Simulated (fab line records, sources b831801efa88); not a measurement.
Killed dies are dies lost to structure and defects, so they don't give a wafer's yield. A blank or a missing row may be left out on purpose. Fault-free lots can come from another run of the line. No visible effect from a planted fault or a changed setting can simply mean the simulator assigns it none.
Problem report in the 8D (eight disciplines) form, filled by code    flow sky130    the parts of the form that need people (team, actions taken, sign-off) are left out

1. THE PROBLEM
Mean of killed-at-other at SKY_PAD_OPEN_PROBE_99: 54.2 across 4 wafers in 2 lots; on wafers with no fault it is 0.2 (standard deviation 0.51). That is +99 or more standard deviations from the usual mean.
The first sign was on wafer L210.1 at day 46 13:57, on prober-01. The record has a number at this step for 6 wafers belonging to 2 lots. The rule behind "out" and "out of limits": a value lying over 4 standard deviations away from the usual mean. The other wafers with a number count as sound.

2. WHAT IT IS, WHAT IT ISN'T
question                     is                              is not
which readings at this step  killed-at-other                 killed_at_M4_up, killed-at-contacts, killed-open, killed-short, sort_bin_6_memory
which lots                   L210, L211                      -
which wafers of those lots   L210.1, L210.3, L211.2, L211.5  L210.2, L211.6
read on which tools          prober-01, prober-02            -
when                         from day 46 13:57               up to then (0 sound wafers); but 2 sound wafers of L210, L211 came after

3. WHAT RULES OUT EACH SUSPECT
Counting: any tool at a process step up to the reading remains a suspect provided it ran every lot that is out. Sound lots after the first of them don't rule it out here, since some wafers of a struck lot are sound.
- plasma-asher-02 at SKY_CAPM_STRIP_14 (strips in O2/N2): kept. It ran every lot that is out, first L210 (day 38 09:32).
- At SKY_CAPM_STRIP_14 on plasma-asher-02, chamber 0 took the sound wafers of the same lots and chamber 1 took the wafers that are out.
The count leaves plasma-asher-02 at SKY_CAPM_STRIP_14.

4. THE CAUSE (what the simulator had put in)
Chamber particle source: plasma-asher-02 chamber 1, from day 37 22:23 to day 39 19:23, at SKY_CAPM_STRIP_14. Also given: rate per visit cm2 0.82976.
This tool alone remained once counting was done.

5. SEQUENCE OF EFFECTS, ordered by route
Each row: a reading where the mean over the struck wafers with a number is more than 3 standard deviations away from the usual. Scope: only readings with a usual standard deviation given in the record; hours: median across lots of the time from each lot's start at the first step in this table that gives one to its start at this step; sigmas: change in usual standard deviations.
hours  step                   reading               usual   on struck wafers  change  sigmas
0      SKY_PAD_OPEN_PROBE_99  defect-limited-yield  82.6 %  73.3              -9.3    -4.9
0      SKY_PAD_OPEN_PROBE_99  killed-at-other       0.2     54.2              +54.0   +99 or more
0      SKY_PAD_OPEN_PROBE_99  killed-dies           85      132               +46     +4.9
0      SKY_PAD_OPEN_PROBE_99  sort_bin_3_pad_short  0.8 %   2.9               +2.1    +5.2
0      SKY_PAD_OPEN_PROBE_99  sort_bin_5_function   10.2 %  17.6              +7.4    +4.6
0      SKY_PAD_OPEN_PROBE_99  sort-n-pass           407     360               -46     -4.9
0      SKY_PAD_OPEN_PROBE_99  sort-yield-pct        82.6 %  73.3              -9.3    -4.9
Its process steps:
- SKY_PAD_OPEN_PROBE_99

6. HOW IT WOULD HAVE BEEN CAUGHT EARLIER
208 hours passed between the start of the fault at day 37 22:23 and the first reading out of limits in this record, taken at day 46 13:57.
Of the tool readings at SKY_CAPM_STRIP_14 for which the record gives a usual standard deviation, none was out on any struck wafer, so an alarm limit of 4 standard deviations on them would not have fired.
By day 46 13:57, every lot that is out (2) had started SKY_CAPM_STRIP_14 on plasma-asher-02. Tool hold at that time: it would have spared none of them.
